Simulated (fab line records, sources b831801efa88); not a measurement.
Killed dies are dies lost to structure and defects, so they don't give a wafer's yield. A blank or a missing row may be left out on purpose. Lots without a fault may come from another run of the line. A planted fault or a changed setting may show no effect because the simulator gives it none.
fab line records | flow sky130
record lots=5 wafers=15 last_day=50
route steps=708 shown SONOS_ONO@174 GATE_OXIDE@187 POLY_GATE@204 RES_PROTECT@206
lots that met no fault: from a run of the same line without faults
start_h: hours from the record's first day to the start of the lot's first wafer shown | wait_h: hours since the lot's step before | " the same as in the row above | L1.1+2: a row that stands for several wafers | - no value, or no start given | * or withheld: withheld | < > ~ a bound
route shown NAME@n: a module of which the file shows steps, and the number in the route of the first | usual: mean/standard deviation of fault-free wafers | same: alike in all rows | chamber/n: place in a boat | sites: the reading at each site | _std_site: their standard deviation | _edge_site: outer sites' mean less inner sites' | radius_mm: how far each site lies from the wafer's centre | mask NAME#n: copy n | behind: the tool/chamber that last shaped the wafer | hold: why the lot was held/for how many hours/how that ended | device: the transistor (n, p or np) that didn't switch | end of line: the same wafers' tests at the end of the route | a step without rows: its recipe alone | killed: dies lost to structure and defects at the first sort, not the wafer's yield | map: a wafer's dies, x killed, . not, _ none there
set.NAME: the setting as run; set.NAME@STEP: as run at that earlier step | model.NAME: the simulator's own value behind a step, which no gauge read
lots at some steps of the route; a table a step, a row a wafer
services: from which hour (start_h, from the record's first day; less than 0 if before it) a tool's chamber was out of use, for how many hours, and why
## steps
# step SKY_SONOS_ONO_DEHYDRATE_06
# recipe temp_c=200 time_s=60
# usual plate_temp_C=200.03/0.13
# columns lot.wafer tool chamber start_h wait_h plate_temp_C
L079.1 litho_track-01 0 308.13 12.0 200.08
L079.3 " 0 " " 199.85
L079.5 " 0 " " 199.92
L082.4 litho_track-04 0 337.43 12.2 200.06
L082.5 " 0 " " 200.11
L082.6 " 0 " " 199.78
L087.3 litho_track-01 0 376.08 13.1 200.15
L087.5 " 0 " " 199.99
L087.6 " 0 " " 200.36
L088.3 litho_track-04 0 386.05 13.9 200.13
L088.4 " 0 " " 200.03
L088.5 " 0 " " 200.10
L097.1 litho_track-02 0 455.59 14.9 199.96
L097.4 " 0 " " 200.11
L097.6 " 0 " " 199.90
# step SKY_SONOS_ONO_HMDS_07
# recipe prime_time_s=60 prime_temp_c=120
# same prime_time_s=60
# columns lot.wafer tool chamber start_h wait_h
L079.1+3+5 litho_track-01 0 308.28 0.1
L082.4+5+6 litho_track-04 0 337.58 0.1
L087.3+5+6 litho_track-01 0 376.23 0.1
L088.3+4+5 litho_track-04 0 386.20 0.1
L097.1+4+6 litho_track-02 0 455.74 0.1
# step SKY_SONOS_ONO_COAT_08
# recipe resist=NOVOLAK spin_rpm=3000 resist_thk_nm=1140
# columns lot.wafer tool chamber start_h wait_h
L079.1+3+5 litho_track-01 0 308.43 0.1
L082.4+5+6 litho_track-04 0 337.73 0.1
L087.3+5+6 litho_track-01 0 376.38 0.1
L088.3+4+5 litho_track-04 0 386.35 0.1
L097.1+4+6 litho_track-02 0 455.89 0.1
# step SKY_SONOS_ONO_SOFTBAKE_09
# recipe temp_c=90 time_s=60 resist=NOVOLAK
# usual plate_temp_C=89.96/0.12
# columns lot.wafer tool chamber start_h wait_h plate_temp_C
L079.1 litho_track-01 0 308.58 0.1 89.95
L079.3 " 0 " " 89.77
L079.5 " 0 " " 89.98
L082.4 litho_track-04 0 337.88 0.1 89.91
L082.5 " 0 " " 89.95
L082.6 " 0 " " 90.21
L087.3 litho_track-01 0 376.53 0.1 89.90
L087.5 " 0 " " 89.88
L087.6 " 0 " " 89.90
L088.3 litho_track-04 0 386.50 0.1 90.12
L088.4 " 0 " " 90.01
L088.5 " 0 " " 89.85
L097.1 litho_track-02 0 456.04 0.1 89.92
L097.4 " 0 " " 89.74
L097.6 " 0 " " 89.90
# step SKY_SONOS_ONO_EXPOSE_10
# recipe mask_id=ONOM target_cd_nm=410 na=0.6 source_shape=conventional sigma_outer=0.6 dose_mj=150
# usual stage_vel_mm_s=499.99/0.25
# same sigma_outer=0.6
# columns lot.wafer tool chamber start_h wait_h mask stage_vel_mm_s
L079.1 iline_stepper-02 0 - - ONOM#0 500.43
L079.3 " 0 " " ONOM#0 500.32
L079.5 " 0 " " ONOM#0 500.19
L082.4 iline_stepper-01 0 - - ONOM#0 499.53
L082.5 " 0 " " ONOM#0 499.98
L082.6 " 0 " " ONOM#0 499.55
L087.3 iline_stepper-01 0 - - ONOM#0 500.03
L087.5 " 0 " " ONOM#0 500.01
L087.6 " 0 " " ONOM#0 499.70
L088.3 iline_stepper-01 0 - - ONOM#0 499.80
L088.4 " 0 " " ONOM#0 500.27
L088.5 " 0 " " ONOM#0 500.08
L097.1 iline_stepper-01 0 - - ONOM#0 500.18
L097.4 " 0 " " ONOM#0 499.94
L097.6 " 0 " " ONOM#0 500.33
# step SKY_SONOS_ONO_PEB_11
# recipe temp_c=withheld time_s=* resist=NOVOLAK
# columns lot.wafer tool chamber start_h wait_h
L079.1+3+5 litho_track-01 0 - -
L082.4+5+6 litho_track-02 0 - -
L087.3+5+6 litho_track-02 0 - -
L088.3+4+5 litho_track-02 0 - -
L097.1+4+6 litho_track-04 0 - -
# step SKY_SONOS_ONO_DEVELOP_12
# recipe develop_time_s=60 dev_temp_c=23
# columns lot.wafer tool chamber start_h wait_h
L079.1+3+5 litho_track-01 0 320.48 0.1
L082.4+5+6 litho_track-02 0 352.02 0.1
L087.3+5+6 litho_track-02 0 391.09 0.1
L088.3+4+5 litho_track-02 0 400.69 0.1
L097.1+4+6 litho_track-04 0 471.70 0.1
# step SKY_SONOS_ONO_CD_MEAS_13
# recipe target_cd_nm=410
# usual cd_nm=409.3/2.2
# columns lot.wafer tool chamber start_h wait_h cd_nm
L079.1 cd_sem-01 - 320.63 0.1 407.1
L079.3 " - " " 407.5
L079.5 " - " " 407.1
L082.4 cd_sem-02 - 352.15 0.1 406.9
L082.5 " - " " 408.9
L082.6 " - " " 409.4
L087.3 cd_sem-02 - 391.23 0.1 409.7
L087.5 " - " " 413.5
L087.6 " - " " 410.0
L088.3 cd_sem-01 - 400.94 0.2 410.2
L088.4 " - " " 412.4
L088.5 " - " " 413.3
L097.1 cd_sem-01 - 471.85 0.1 410.5
L097.4 " - " " 409.2
L097.6 " - " " 409.9
# step SKY_SONOS_ONO_OVL_MEAS_14
# usual SONOS_ONO_OVL=0.2/1.2
# columns lot.wafer tool chamber start_h wait_h SONOS_ONO_OVL[nm]
L079.1 overlay-01 - 320.75 0.1 -0.2
L079.3 " - " " -0.9
L079.5 " - " " 1.2
L082.4 overlay-02 - 352.23 0.1 -1.1
L082.5 " - " " -2.6
L082.6 " - " " 0.9
L087.3 overlay-02 - 391.32 0.1 3.2
L087.5 " - " " 1.3
L087.6 " - " " 0.2
L088.3 overlay-02 - 401.03 0.1 0.0
L088.4 " - " " -0.7
L088.5 " - " " -1.0
L097.1 overlay-01 - 471.97 0.1 -0.9
L097.4 " - " " 1.1
L097.6 " - " " -0.1
# step SKY_SONOS_ONO_ETCH_15
# recipe target_depth_nm=19.52 chemistry=CHF3/O2 source_w=600 bias_w=200 pressure_mtorr=40 chf3_flow_sccm=50 O2_flow_sccm=5 time_s=7.8
# usual O2_flow_sccm=5.001/0.014 drypump_motor_current_A=5.8/0.45 oes_product_au=0.995/0.014 throttle_valve_pct=8.822/0.011
# columns lot.wafer tool chamber start_h wait_h O2_flow_sccm drypump_motor_current_A oes_product_au rf_hours_counter_h throttle_valve_pct
L079.1 rie_diel-02 1 320.79 0.0 4.993 4.9 0.970 7 8.809
L079.3 " 2 " " 4.979 6.4 0.980 6 8.828
L079.5 " 2 " " 4.965 6.4 0.983 - 8.838
L082.4 rie_diel-03 2 352.26 0.0 4.987 5.8 1.010 - 8.822
L082.5 " 0 " " 5.018 5.2 1.016 - 8.836
L082.6 " 1 " " 4.993 6.0 0.983 - 8.835
L087.3 rie_diel-01 0 391.35 0.0 5.020 5.5 1.014 32 8.815
L087.5 " 3 " " 5.025 6.0 0.989 - 8.824
L087.6 " 0 " " 5.023 5.5 1.011 - 8.834
L088.3 rie_diel-03 1 401.06 0.0 5.000 6.0 0.988 24 8.809
L088.4 " 3 " " 5.007 6.4 0.990 43 8.806
L088.5 " 1 " " 5.000 6.0 0.988 - 8.823
L097.1 rie_diel-01 0 472.01 0.0 4.998 5.5 1.006 35 8.812
L097.4 " 2 " " 4.999 5.5 1.000 4 8.836
L097.6 " 3 " " 4.994 6.0 0.984 - 8.817
# step SKY_SONOS_ONO_WET_ETCH_16
# recipe chemistry=dHF target_depth_nm=14 dry=n2_spin target=SiO2 dilution=100:1 temp_c=25 time_s=280
# columns lot.wafer tool chamber start_h wait_h
L079.1+3+5 wet_bench-03 3 320.81 0.0
L082.4+5+6 wet_bench-02 0 352.27 0.0
L087.3+5+6 wet_bench-02 0 391.37 0.0
L088.3+4+5 wet_bench-04 0 401.08 0.0
L097.1+4+6 wet_bench-02 0 472.03 0.0
# step SKY_SONOS_ONO_STRIP_17
# recipe chemistry=O2/N2 power_w=1400 pressure_mtorr=1500 platen_temp_c=withheld o2_flow_sccm=3000 n2_flow_sccm=300 overash_fraction=0.5
# usual drypump_motor_current_A=5.85/0.26 oes_product_au=0.709/0.0047 strip_time_to_endpoint_s=14.09/0.04
# columns lot.wafer tool chamber start_h wait_h drypump_motor_current_A oes_product_au rf_hours_counter_h strip_time_to_endpoint_s
L079.1 plasma_asher-02 1 320.90 0.0 5.74 0.715 52 14.10
L079.3 " 0 " " 6.00 0.718 - 14.09
L079.5 " 0 " " 6.00 0.713 - 14.12
L082.4 plasma_asher-03 0 352.40 0.0 5.48 0.705 - 14.11
L082.5 " 0 " " 5.49 0.714 - 14.08
L082.6 " 1 " " 5.57 0.702 - 14.15
L087.3 plasma_asher-03 1 391.57 0.0 5.59 0.709 - 14.07
L087.5 " 0 " " 5.50 0.705 - 14.12
L087.6 " 1 " " 5.58 0.707 - 14.07
L088.3 plasma_asher-01 1 401.20 0.0 5.94 0.717 - 14.05
L088.4 " 0 " " 6.25 0.708 - 14.09
L088.5 " 0 " " 6.26 0.712 - 14.10
L097.1 plasma_asher-02 0 472.12 0.0 6.00 0.707 68 14.12
L097.4 " 1 " " 5.72 0.710 - 14.15
L097.6 " 0 " " 6.01 0.708 - 14.15
# step SKY_SONOS_ONO_WET_ETCH_18
# recipe chemistry=H3PO4 target_depth_nm=15 target=Si3N4 temp_c=160 time_s=172
# usual bath_guard_temp_C=160.3/0.68
# columns lot.wafer tool chamber start_h wait_h bath_guard_temp_C
L079.1 wet_bench-04 2 321.00 0.1 161.3
L079.3 " 2 " " 161.2
L079.5 " 2 " " 161.3
L082.4 wet_bench-03 2 352.46 0.0 159.7
L082.5 " 2 " " 160.5
L082.6 " 2 " " 159.9
L087.3 wet_bench-04 1 391.64 0.0 159.0
L087.5 " 1 " " 158.5
L087.6 " 1 " " 159.1
L088.3 wet_bench-03 3 401.26 0.0 160.9
L088.4 " 3 " " 160.9
L088.5 " 3 " " 160.6
L097.1 wet_bench-03 2 472.22 0.1 160.2
L097.4 " 2 " " 160.1
L097.6 " 2 " " 160.2
# step SKY_GATE_OXIDE_CLEAN_00
# recipe chemistry=SC1/SC2 mix=1:4:20 temp_c=70 time_s=150 dry=n2_spin
# usual bath_guard_temp_C=70.4/0.77
# columns lot.wafer tool chamber start_h wait_h bath_guard_temp_C
L079.1 wet_bench-04 1 321.06 0.0 68.8
L079.3 " 1 " " 69.1
L079.5 " 1 " " 68.9
L082.4 wet_bench-04 3 352.52 0.0 71.0
L082.5 " 3 " " 70.9
L082.6 " 3 " " 70.7
L087.3 wet_bench-03 1 391.70 0.0 69.7
L087.5 " 1 " " 70.0
L087.6 " 1 " " 69.8
L088.3 wet_bench-04 3 401.32 0.0 70.7
L088.4 " 3 " " 70.8
L088.5 " 3 " " 70.9
L097.1 wet_bench-02 3 472.27 0.0 70.9
L097.4 " 3 " " 70.6
L097.6 " 3 " " 71.1
# step SKY_GATE_OXIDE_OXIDATION_01
# recipe temp_c=900 ambient=O2 stabilise_s=600 purge_s=300 target_thk_a=102.68 ox_time_s=1473
# usual zone_power_bottom_pct=25.5/1.2
# columns lot.wafer tool chamber start_h wait_h zone_power_bottom_pct
L079.1 furnace-01 0 324.28 3.2 27.0
L079.3 " 0 " " 27.3
L079.5 " 0 " " 27.1
L082.4 furnace-02 0 354.97 2.4 25.1
L082.5 " 0 " " 24.7
L082.6 " 0 " " 24.5
L087.3 furnace-02 0 392.46 0.7 24.8
L087.5 " 0 " " 24.6
L087.6 " 0 " " 24.7
L088.3 furnace-02 0 402.18 0.8 24.8
L088.4 " 0 " " 24.4
L088.5 " 0 " " 24.6
L097.1 furnace-01 0 472.32 0.0 26.7
L097.4 " 0 " " 27.1
L097.6 " 0 " " 27.3
# step SKY_GATE_OXIDE_THK_MEAS_02
# recipe reads=SiO2_of_GATE_OXIDE_OXIDATION_01
# usual GATE_OXIDE_OXIDATION_00_THK=10.22/0.21
# columns lot.wafer tool chamber start_h wait_h GATE_OXIDE_OXIDATION_00_THK[nm]
L079.1 film_metro-01 - 325.69 0.0 10.58
L079.3 " - " " 10.31
L079.5 " - " " 10.77
L082.4 film_metro-02 - 356.41 0.0 10.15
L082.5 " - " " 9.99
L082.6 " - " " 10.06
L087.3 film_metro-01 - 393.88 0.0 10.21
L087.5 " - " " 10.07
L087.6 " - " " 10.25
L088.3 film_metro-03 - 403.61 0.0 9.94
L088.4 " - " " 9.95
L088.5 " - " " 10.04
L097.1 film_metro-01 - 473.73 0.0 9.83
L097.4 " - " " 9.86
L097.6 " - " " 9.78
# step SKY_GATE_OXIDE_DEHYDRATE_03
# recipe temp_c=200 time_s=60
# usual plate_temp_C=200.02/0.16
# columns lot.wafer tool chamber start_h wait_h plate_temp_C
L079.1 litho_track-04 0 338.25 12.6 200.14
L079.3 " 0 " " 200.23
L079.5 " 0 " " 200.15
L082.4 litho_track-04 0 369.58 13.2 200.10
L082.5 " 0 " " 200.13
L082.6 " 0 " " 200.09
L087.3 litho_track-02 0 407.64 13.7 200.05
L087.5 " 0 " " 200.05
L087.6 " 0 " " 199.93
L088.3 litho_track-03 0 418.18 14.6 199.81
L088.4 " 0 " " 200.10
L088.5 " 0 " " 200.08
L097.1 litho_track-02 0 487.94 14.2 200.19
L097.4 " 0 " " 200.17
L097.6 " 0 " " 200.02
# step SKY_GATE_OXIDE_HMDS_04
# recipe prime_time_s=60 prime_temp_c=120
# same prime_time_s=60
# columns lot.wafer tool chamber start_h wait_h
L079.1+3+5 litho_track-04 0 338.40 0.1
L082.4+5+6 litho_track-04 0 369.73 0.1
L087.3+5+6 litho_track-02 0 407.79 0.1
L088.3+4+5 litho_track-03 0 418.33 0.1
L097.1+4+6 litho_track-02 0 488.09 0.1
# step SKY_GATE_OXIDE_COAT_05
# recipe resist=NOVOLAK spin_rpm=3000 resist_thk_nm=1140
# columns lot.wafer tool chamber start_h wait_h
L079.1+3+5 litho_track-04 0 338.55 0.1
L082.4+5+6 litho_track-04 0 369.88 0.1
L087.3+5+6 litho_track-02 0 407.94 0.1
L088.3+4+5 litho_track-03 0 418.48 0.1
L097.1+4+6 litho_track-02 0 488.24 0.1
# step SKY_GATE_OXIDE_SOFTBAKE_06
# recipe temp_c=90 time_s=60 resist=NOVOLAK
# usual plate_temp_C=90.00/0.13
# columns lot.wafer tool chamber start_h wait_h plate_temp_C
L079.1 litho_track-04 0 338.70 0.1 90.13
L079.3 " 0 " " 90.01
L079.5 " 0 " " 90.14
L082.4 litho_track-04 0 370.03 0.1 90.03
L082.5 " 0 " " 90.06
L082.6 " 0 " " 90.03
L087.3 litho_track-02 0 408.09 0.1 90.10
L087.5 " 0 " " 90.09
L087.6 " 0 " " 90.16
L088.3 litho_track-03 0 418.63 0.1 89.79
L088.4 " 0 " " 90.12
L088.5 " 0 " " 89.98
L097.1 litho_track-02 0 488.39 0.1 89.81
L097.4 " 0 " " 89.91
L097.6 " 0 " " 89.65
# step SKY_GATE_OXIDE_EXPOSE_07
# recipe mask_id=LVOM na=0.6 source_shape=conventional sigma_outer=0.6 polarization=unpolarized target_cd_nm=600 dose_mj=170
# usual stage_vel_mm_s=500.02/0.26
# same sigma_outer=0.6
# columns lot.wafer tool chamber start_h wait_h mask stage_vel_mm_s
L079.1 iline_stepper-01 0 - - LVOM#0 499.65
L079.3 " 0 " " LVOM#0 499.57
L079.5 " 0 " " LVOM#0 500.00
L082.4 iline_stepper-02 0 - - LVOM#0 499.92
L082.5 " 0 " " LVOM#0 499.69
L082.6 " 0 " " LVOM#0 500.19
L087.3 iline_stepper-01 0 - - LVOM#0 500.45
L087.5 " 0 " " LVOM#0 500.38
L087.6 " 0 " " LVOM#0 500.56
L088.3 iline_stepper-01 0 - - LVOM#0 500.27
L088.4 " 0 " " LVOM#0 500.05
L088.5 " 0 " " LVOM#0 499.69
L097.1 iline_stepper-02 0 - - LVOM#0 500.36
L097.4 " 0 " " LVOM#0 500.07
L097.6 " 0 " " LVOM#0 500.10
# step SKY_GATE_OXIDE_PEB_08
# recipe temp_c=withheld time_s=* resist=NOVOLAK
# columns lot.wafer tool chamber start_h wait_h
L079.1+3+5 litho_track-02 0 - -
L082.4+5+6 litho_track-02 0 - -
L087.3+5+6 litho_track-02 0 - -
L088.3+4+5 litho_track-03 0 - -
L097.1+4+6 litho_track-04 0 - -
# step SKY_GATE_OXIDE_DEVELOP_09
# recipe resist=NOVOLAK developer=TMAH develop_time_s=60 dev_temp_c=23
# columns lot.wafer tool chamber start_h wait_h
L079.1+3+5 litho_track-02 0 352.54 0.1
L082.4+5+6 litho_track-02 0 384.22 0.1
L087.3+5+6 litho_track-02 0 423.29 0.1
L088.3+4+5 litho_track-03 0 433.58 0.1
L097.1+4+6 litho_track-04 0 503.90 0.1
# step SKY_GATE_OXIDE_OVL_MEAS_10
# usual GATE_OXIDE_OVL=-0.1/1.5
# columns lot.wafer tool chamber start_h wait_h GATE_OXIDE_OVL[nm]
L079.1 overlay-02 - 352.69 0.1 -1.8
L079.3 " - " " -2.7
L079.5 " - " " -0.6
L082.4 overlay-01 - 384.31 0.1 -2.0
L082.5 " - " " -0.6
L082.6 " - " " -0.7
L087.3 overlay-01 - 423.40 0.1 0.3
L087.5 " - " " 0.0
L087.6 " - " " 1.3
L088.3 overlay-01 - 433.69 0.1 -1.0
L088.4 " - " " -0.2
L088.5 " - " " 0.4
L097.1 overlay-01 - 504.05 0.1 0.2
L097.4 " - " " 1.0
L097.6 " - " " 0.1
# step SKY_GATE_OXIDE_IMPLANT_11
# recipe species=B energy_kev=10 dose_cm2=2.629e+12 tilt_deg=withheld
# columns lot.wafer tool chamber start_h wait_h
L079.1+3+5 implanter-03 0 352.73 0.0
L082.4+5+6 implanter-03 0 384.40 0.1
L087.3+5+6 implanter-03 0 423.48 0.1
L088.3+4+5 implanter-03 0 433.77 0.1
L097.1+4+6 implanter-01 0 504.09 0.0
# step SKY_GATE_OXIDE_WET_ETCH_12
# recipe chemistry=dHF target_depth_nm=16.8 dry=n2_spin target=SiO2 dilution=100:1 temp_c=25 time_s=336
# columns lot.wafer tool chamber start_h wait_h
L079.1+3+5 wet_bench-02 0 352.88 0.1
L082.4+5+6 wet_bench-02 3 384.48 0.1
L087.3+5+6 wet_bench-02 0 423.58 0.1
L088.3+4+5 wet_bench-02 3 433.87 0.1
L097.1+4+6 wet_bench-02 1 504.24 0.1
# step SKY_GATE_OXIDE_STRIP_13
# recipe chemistry=O2/N2 power_w=1400 pressure_mtorr=1500 platen_temp_c=withheld o2_flow_sccm=3000 n2_flow_sccm=300 overash_fraction=0.5
# usual drypump_motor_current_A=5.89/0.27 oes_product_au=0.716/0.0044 strip_time_to_endpoint_s=14.19/0.04
# columns lot.wafer tool chamber start_h wait_h drypump_motor_current_A oes_product_au rf_hours_counter_h strip_time_to_endpoint_s
L079.1 plasma_asher-01 1 352.99 0.0 5.89 0.716 68 14.18
L079.3 " 1 " " 5.88 0.717 - 14.18
L079.5 " 0 " " 6.24 0.724 - 14.14
L082.4 plasma_asher-04 1 384.71 0.0 5.14 0.713 - 14.19
L082.5 " 0 " " 5.58 0.717 - 14.18
L082.6 " 1 " " 5.17 0.711 - 14.22
L087.3 plasma_asher-02 0 423.71 0.0 5.98 0.705 - 14.16
L087.5 " 1 " " 5.73 0.719 - 14.17
L087.6 " 0 " " 6.00 0.715 - 14.18
L088.3 plasma_asher-01 1 434.10 0.0 5.87 0.711 - 14.19
L088.4 " 0 " " 6.24 0.712 - 14.13
L088.5 " 1 " " 5.91 0.712 - 14.18
L097.1 plasma_asher-02 1 504.34 0.0 5.75 0.712 72 14.19
L097.4 " 1 " " 5.75 0.715 - 14.22
L097.6 " 1 " " 5.73 0.726 - 14.21
# step SKY_GATE_OXIDE_TW_MEAS_14
# usual GATE_OXIDE_TW=224.9/1.4
# columns lot.wafer tool chamber start_h wait_h GATE_OXIDE_TW
L079.1 film_metro-03 - 353.09 0.1 224.5
L079.3 " - " " 224.7
L079.5 " - " " 223.9
L082.4 film_metro-01 - 384.81 0.1 225.3
L082.5 " - " " 226.6
L082.6 " - " " 226.4
L087.3 film_metro-02 - 423.80 0.1 222.3
L087.5 " - " " 222.4
L087.6 " - " " 222.2
L088.3 film_metro-03 - 434.19 0.1 225.3
L088.4 " - " " 224.7
L088.5 " - " " 224.7
L097.1 film_metro-01 - 504.44 0.1 226.0
L097.4 " - " " 225.4
L097.6 " - " " 226.1
# step SKY_GATE_OXIDE_CLEAN_15
# recipe chemistry=SC1/SC2 mix=1:4:20 temp_c=70 time_s=150 dry=n2_spin
# usual bath_guard_temp_C=70.5/0.63
# columns lot.wafer tool chamber start_h wait_h bath_guard_temp_C
L079.1 wet_bench-04 1 353.15 0.1 68.9
L079.3 " 1 " " 68.9
L079.5 " 1 " " 68.7
L082.4 wet_bench-03 0 384.84 0.0 70.6
L082.5 " 0 " " 70.9
L082.6 " 0 " " 71.0
L087.3 wet_bench-02 1 423.84 0.0 70.6
L087.5 " 1 " " 70.6
L087.6 " 1 " " 70.9
L088.3 wet_bench-03 1 434.23 0.0 70.1
L088.4 " 1 " " 70.1
L088.5 " 1 " " 69.8
L097.1 wet_bench-04 3 504.50 0.1 70.7
L097.4 " 3 " " 70.7
L097.6 " 3 " " 70.9
# step SKY_GATE_OXIDE_OXIDATION_16
# recipe temp_c=800 ambient=O2 idle_temp_c=700 ramp_up_c_per_min=10 ramp_down_c_per_min=3 stabilise_s=600 purge_s=300 target_thk_a=35.7 ox_time_s=1915
# usual zone_power_bottom_pct=20.1/0.9
# columns lot.wafer tool chamber start_h wait_h zone_power_bottom_pct
L079.1 furnace-01 0 356.28 3.1 21.0
L079.3 " 0 " " 21.0
L079.5 " 0 " " 21.0
L082.4 furnace-01 0 385.26 0.4 21.5
L082.5 " 0 " " 20.3
L082.6 " 0 " " 20.6
L087.3 furnace-01 0 423.89 0.0 20.6
L087.5 " 0 " " 21.3
L087.6 " 0 " " 21.0
L088.3 furnace-01 0 435.17 0.9 21.0
L088.4 " 0 " " 20.7
L088.5 " 0 " " 20.7
L097.1 furnace-01 0 504.55 0.0 21.0
L097.4 " 0 " " 20.9
L097.6 " 0 " " 20.7
# step SKY_POLY_GATE_CVD_00
# recipe material=poly-Si target_thk_nm=180 temp_c=620 time_s=720 pressure_mtorr=200
# usual zone_power_bottom_pct=12.7/0.73
# columns lot.wafer tool chamber start_h wait_h zone_power_bottom_pct
L079.1 lpcvd-01 0 357.81 0.0 12.0
L079.3 " 0 " " 12.0
L079.5 " 0 " " 12.1
L082.4 lpcvd-01 0 386.80 0.0 12.1
L082.5 " 0 " " 11.8
L082.6 " 0 " " 11.9
L087.3 lpcvd-01 1 425.42 0.0 13.2
L087.5 " 1 " " 13.5
L087.6 " 1 " " 13.5
L088.3 lpcvd-01 1 436.70 0.0 13.4
L088.4 " 1 " " 13.2
L088.5 " 1 " " 13.2
L097.1 lpcvd-01 0 506.08 0.0 12.0
L097.4 " 0 " " 11.9
L097.6 " 0 " " 12.0
# step SKY_POLY_GATE_THK_MEAS_01
# recipe reads=poly-Si_of_POLY_GATE_CVD_00
# usual POLY_GATE_CVD_00_THK=179.4/1.6
# columns lot.wafer tool chamber start_h wait_h POLY_GATE_CVD_00_THK[nm]
L079.1 film_metro-02 - 359.01 0.0 179.0
L079.3 " - " " 179.0
L079.5 " - " " 178.2
L082.4 film_metro-04 - 388.03 0.0 177.3
L082.5 " - " " 176.9
L082.6 " - " " 177.8
L087.3 film_metro-02 - 426.64 0.0 179.5
L087.5 " - " " 179.8
L087.6 " - " " 179.8
L088.3 film_metro-02 - 437.92 0.0 180.6
L088.4 " - " " 179.7
L088.5 " - " " 179.8
L097.1 film_metro-02 - 507.28 0.0 182.1
L097.4 " - " " 182.1
L097.6 " - " " 182.0
# step SKY_RES_PROTECT_DEHYDRATE_00
# recipe temp_c=200 time_s=60
# usual plate_temp_C=199.98/0.15
# columns lot.wafer tool chamber start_h wait_h plate_temp_C
L079.1 litho_track-04 0 371.85 12.8 200.00
L079.3 " 0 " " 200.00
L079.5 " 0 " " 199.98
L082.4 litho_track-01 0 401.71 13.7 200.08
L082.5 " 0 " " 200.01
L082.6 " 0 " " 200.41
L087.3 litho_track-03 0 441.43 14.8 200.07
L087.5 " 0 " " 199.79
L087.6 " 0 " " 200.00
L088.3 litho_track-04 0 452.80 14.9 199.83
L088.4 " 0 " " 199.72
L088.5 " 0 " " 199.77
L097.1 litho_track-01 0 521.88 14.6 200.03
L097.4 " 0 " " 199.94
L097.6 " 0 " " 199.89
# step SKY_RES_PROTECT_HMDS_01
# recipe prime_time_s=60 prime_temp_c=120
# same prime_time_s=60
# columns lot.wafer tool chamber start_h wait_h
L079.1+3+5 litho_track-04 0 372.00 0.1
L082.4+5+6 litho_track-01 0 401.86 0.1
L087.3+5+6 litho_track-03 0 441.58 0.1
L088.3+4+5 litho_track-04 0 452.95 0.1
L097.1+4+6 litho_track-01 0 522.03 0.1
# step SKY_RES_PROTECT_COAT_02
# recipe resist=NOVOLAK spin_rpm=3000 resist_thk_nm=1140
# columns lot.wafer tool chamber start_h wait_h
L079.1+3+5 litho_track-04 0 372.15 0.1
L082.4+5+6 litho_track-01 0 402.01 0.1
L087.3+5+6 litho_track-03 0 441.73 0.1
L088.3+4+5 litho_track-04 0 453.10 0.1
L097.1+4+6 litho_track-01 0 522.18 0.1
# step SKY_RES_PROTECT_SOFTBAKE_03
# recipe temp_c=90 time_s=60 resist=NOVOLAK
# usual plate_temp_C=89.98/0.12
# columns lot.wafer tool chamber start_h wait_h plate_temp_C
L079.1 litho_track-04 0 372.30 0.1 90.12
L079.3 " 0 " " 90.05
L079.5 " 0 " " 90.00
L082.4 litho_track-01 0 402.16 0.1 89.90
L082.5 " 0 " " 89.92
L082.6 " 0 " " 89.98
L087.3 litho_track-03 0 441.88 0.1 89.96
L087.5 " 0 " " 90.11
L087.6 " 0 " " 90.02
L088.3 litho_track-04 0 453.25 0.1 89.91
L088.4 " 0 " " 89.91
L088.5 " 0 " " 89.85
L097.1 litho_track-01 0 522.33 0.1 89.82
L097.4 " 0 " " 90.14
L097.6 " 0 " " 89.95
# step SKY_RES_PROTECT_EXPOSE_04
# recipe mask_id=RPM na=0.6 source_shape=conventional sigma_outer=0.6 polarization=unpolarized target_cd_nm=1270 dose_mj=131
# usual stage_vel_mm_s=500.00/0.24
# same sigma_outer=0.6
# columns lot.wafer tool chamber start_h wait_h mask stage_vel_mm_s
L079.1 iline_stepper-02 0 - - RPM#0 499.84
L079.3 " 0 " " RPM#0 499.92
L079.5 " 0 " " RPM#0 499.83
L082.4 iline_stepper-02 0 - - RPM#0 500.09
L082.5 " 0 " " RPM#0 499.93
L082.6 " 0 " " RPM#0 500.15
L087.3 iline_stepper-01 0 - - RPM#0 499.90
L087.5 " 0 " " RPM#0 500.33
L087.6 " 0 " " RPM#0 499.89
L088.3 iline_stepper-01 0 - - RPM#0 500.03
L088.4 " 0 " " RPM#0 500.13
L088.5 " 0 " " RPM#0 499.97
L097.1 iline_stepper-01 0 - - RPM#0 499.81
L097.4 " 0 " " RPM#0 500.01
L097.6 " 0 " " RPM#0 500.10
# step SKY_RES_PROTECT_PEB_05
# recipe temp_c=withheld time_s=* resist=NOVOLAK
# columns lot.wafer tool chamber start_h wait_h
L079.1+3+5 litho_track-03 0 - -
L082.4+5+6 litho_track-01 0 - -
L087.3+5+6 litho_track-01 0 - -
L088.3+4+5 litho_track-03 0 - -
L097.1+4+6 litho_track-04 0 - -
# step SKY_RES_PROTECT_DEVELOP_06
# recipe resist=NOVOLAK developer=TMAH develop_time_s=60 dev_temp_c=23
# columns lot.wafer tool chamber start_h wait_h
L079.1+3+5 litho_track-03 0 386.83 0.1
L082.4+5+6 litho_track-01 0 417.41 0.1
L087.3+5+6 litho_track-01 0 457.48 0.1
L088.3+4+5 litho_track-03 0 468.68 0.1
L097.1+4+6 litho_track-04 0 537.30 0.1
# step SKY_POLY_GATE_IMPLANT_02
# recipe species=P energy_kev=30 dose_cm2=7.7e+15 tilt_deg=0
# columns lot.wafer tool chamber start_h wait_h
L079.1+3+5 implanter-04 0 386.98 0.1
L082.4+5+6 implanter-04 0 417.56 0.1
L087.3+5+6 implanter-03 0 457.63 0.1
L088.3+4+5 implanter-03 0 468.83 0.1
L097.1+4+6 implanter-04 0 537.45 0.1
## services
# columns tool chamber start_h hours kind
iline_stepper-02 - 291.55 3.1 repair
iline_stepper-01 - 299.54 8.2 repair
furnace-01 - 299.79 5.3 pm
implanter-04 - 304.18 2.5 repair
furnace-01 - 309.19 4.0 pm
iline_stepper-02 - 316.38 1.7 pm
wet_bench-04 - 322.41 2.1 repair
wet_bench-03 - 336.36 1.9 pm
plasma_asher-01 - 342.54 4.0 pm
furnace-01 - 345.53 2.4 pm
furnace-02 - 350.14 3.3 pm
implanter-03 - 362.06 2.2 repair
plasma_asher-02 - 364.16 6.9 repair
implanter-04 - 365.39 0.6 repair
implanter-03 - 389.34 1.6 repair
implanter-03 - 402.71 6.3 repair
plasma_asher-02 - 414.82 3.0 repair
iline_stepper-01 - 436.37 1.7 pm
iline_stepper-02 - 473.31 2.1 pm
furnace-01 - 476.46 3.1 pm
iline_stepper-01 - 508.58 2.7 repair
iline_stepper-02 - 518.33 1.9 repair
iline_stepper-02 - 531.51 4.4 pm
iline_stepper-02 - 535.95 1.7 pm
## key
fault none
